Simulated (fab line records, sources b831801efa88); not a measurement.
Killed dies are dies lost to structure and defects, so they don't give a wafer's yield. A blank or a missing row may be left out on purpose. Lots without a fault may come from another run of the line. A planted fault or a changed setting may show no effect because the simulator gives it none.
A struck lot beside a sound one | flow sky130 | 34 steps out of a route of 708
Sound: wafers L711.2, L711.3, L711.6. Struck: wafers L726.1, L726.5, L726.6. The cause comes at the end.
At each step with rows: each side's tool, then ch and its chambers, then its first start. Under that, the readings that differ: sound wafers | struck wafers | difference of the means | sigmas: that difference in standard deviations of wafers without a fault.
alike: readings whose means differ by less than 2 such deviations, and words and numbers that are the same on both sides. not compared: withheld readings, readings that some wafer has no value for, bounds like >300 that may hide the same value, and numbers for which the record gives no deviation and whose values overlap.
The two part at a step that has a row with sigmas, a row that says differs or no value, or rows on one side only. Numbers that don't overlap but have no deviation are shown without sigmas and don't part them. A reading that every wafer of one side lacks parts them only if that side has two wafers or more.

first, 4 steps without rows for these wafers: SKY_PWDE_SOFTBAKE_03; SKY_PWDE_EXPOSE_04 (exposes mask PWDEM, target cd 840 nm); SKY_PWDE_PEB_05; SKY_PWDE_DEVELOP_06 (develop time 60 s).
SKY_PWDE_OVL_MEAS_07:
  sound on overlay-01, day 4 08:02; struck on overlay-02, day 7 08:30
  alike: PWDE_OVL
then, 1 step without rows for these wafers: SKY_PWDE_IMPLANT_08.
SKY_PWDE_STRIP_09: strips in O2/N2.
  sound on plasma_asher-04 ch 1, day 4 08:13; struck on plasma_asher-04 ch 0,1, day 7 08:41
  alike: drypump_motor_current_A, o2_flow_sccm, oes_product_au, strip_time_to_endpoint_s
  not compared: rf_hours_counter_h
SKY_PWDE_TW_MEAS_10:
  sound on film_metro-01, day 4 08:20; struck on film_metro-04, day 7 08:47
  alike: PWDE_TW
then, 4 steps without rows for these wafers: SKY_NWELL_DEHYDRATE_03 (time 60 s); SKY_NWELL_HMDS_04 (prime time 60 s); SKY_NWELL_COAT_05 (resist thk 3000 nm); SKY_NWELL_SOFTBAKE_06.
SKY_NWELL_EXPOSE_07: exposes mask NWM, target cd 840 nm.
  sound on iline_stepper-01 ch 0, day 4 17:06; struck on iline_stepper-01 ch 0, day 7 19:22
  reading | sound             | struck                                             | difference | sigmas
  mask    | NWM#0 NWM#0 NWM#0 | NWM_COMPLEMENT#0 NWM_COMPLEMENT#0 NWM_COMPLEMENT#0 | differs    |
  alike: stage_vel_mm_s
then, 2 steps without rows for these wafers: SKY_NWELL_PEB_08; SKY_NWELL_DEVELOP_09 (develop time 62.75 s).
SKY_NWELL_OVL_MEAS_10:
  sound on overlay-02, day 5 01:43; struck on overlay-02, day 8 05:29
  reading           | sound          | struck | difference                    | sigmas
  NWELL_00_OVL (nm) | -1.8 -0.9 -0.2 | - - -  | no value on the struck wafers |
then, 3 steps without rows for these wafers: SKY_NWELL_IMPLANT_11; SKY_NWELL_IMPLANT_12; SKY_NWELL_IMPLANT_13.
SKY_NWELL_STRIP_14: strips in O2/N2.
  sound on plasma_asher-02 ch 0,1, day 5 02:11; struck on plasma_asher-03 ch 0,1, day 8 05:58
  reading                      | sound             | struck            | difference | sigmas
  strip_time_to_endpoint_s (s) | 37.12 37.09 37.21 | 36.92 36.98 36.88 | -0.21      | -2
  alike: drypump_motor_current_A, o2_flow_sccm, oes_product_au
  not compared: rf_hours_counter_h
SKY_NWELL_TW_MEAS_15:
  sound on film_metro-02, day 5 02:18; struck on film_metro-01, day 8 06:04
  reading  | sound          | struck   | difference | sigmas
  NWELL_TW | 1830 1841 1841 | 30 30 30 | -1807      | -99 or more
then, 7 steps without rows for these wafers: SKY_NWELL_DEHYDRATE_16 (time 60 s); SKY_NWELL_HMDS_17 (prime time 60 s); SKY_NWELL_COAT_18 (resist thk 3000 nm); SKY_NWELL_SOFTBAKE_19; SKY_NWELL_EXPOSE_20 (exposes mask NWM COMPLEMENT, target cd 840 nm); SKY_NWELL_PEB_21; SKY_NWELL_DEVELOP_22 (develop time 60 s).
SKY_NWELL_OVL_MEAS_23:
  sound on overlay-01, day 5 20:55; struck on overlay-02, day 9 04:15
  alike: NWELL_01_OVL
then, 1 step without rows for these wafers: SKY_NWELL_IMPLANT_24.
SKY_NWELL_STRIP_25: strips in O2/N2.
  sound on plasma_asher-01 ch 0,1, day 5 21:05; struck on plasma_asher-02 ch 0,1, day 9 04:26
  alike: drypump_motor_current_A, o2_flow_sccm, oes_product_au, strip_time_to_endpoint_s
  not compared: rf_hours_counter_h
SKY_NWELL_TW_MEAS_26:
  sound on film_metro-04, day 5 21:12; struck on film_metro-02, day 9 04:32
  reading    | sound             | struck               | difference | sigmas
  NWELL_2_TW | 497.7 496.9 495.5 | 1847.2 1848.0 1851.9 | +1352.3    | +99 or more
then, 1 step without rows for these wafers: SKY_NWELL_CLEAN_27 (cleans in SC1/SC2, time 150 s).
-- the record jumps here: 41 days lie between the struck wafers' starts before and after (it left off in module NWELL and takes up again in module PAD_OPEN, whose first step shown is number 708 of the route) --
SKY_PAD_OPEN_PROBE_99:
  sound on prober-01, day 47 04:26; struck on prober-01, day 50 04:45
  reading             | sound    | struck      | difference | sigmas
  killed_at_M0_to_M3  | 33 43 39 | 51 63 60    | +20        | +3
  killed_at_front_end | 7 13 7   | 418 394 404 | +396       | +83
  killed_at_other     | 3 1 1    | 0 0 0       | -2         | -3
  killed_dies         | 63 82 71 | 492 492 492 | +420       | +38
  killed_on_rim       | 13 16 12 | 96 96 96    | +82        | +23
  alike: killed_at_M4_up, killed_at_contacts, killed_open, killed_short

WHERE THEY PART
First at SKY_NWELL_EXPOSE_07; last, within this record, at SKY_PAD_OPEN_PROBE_99.

WHY: what the simulator had put in
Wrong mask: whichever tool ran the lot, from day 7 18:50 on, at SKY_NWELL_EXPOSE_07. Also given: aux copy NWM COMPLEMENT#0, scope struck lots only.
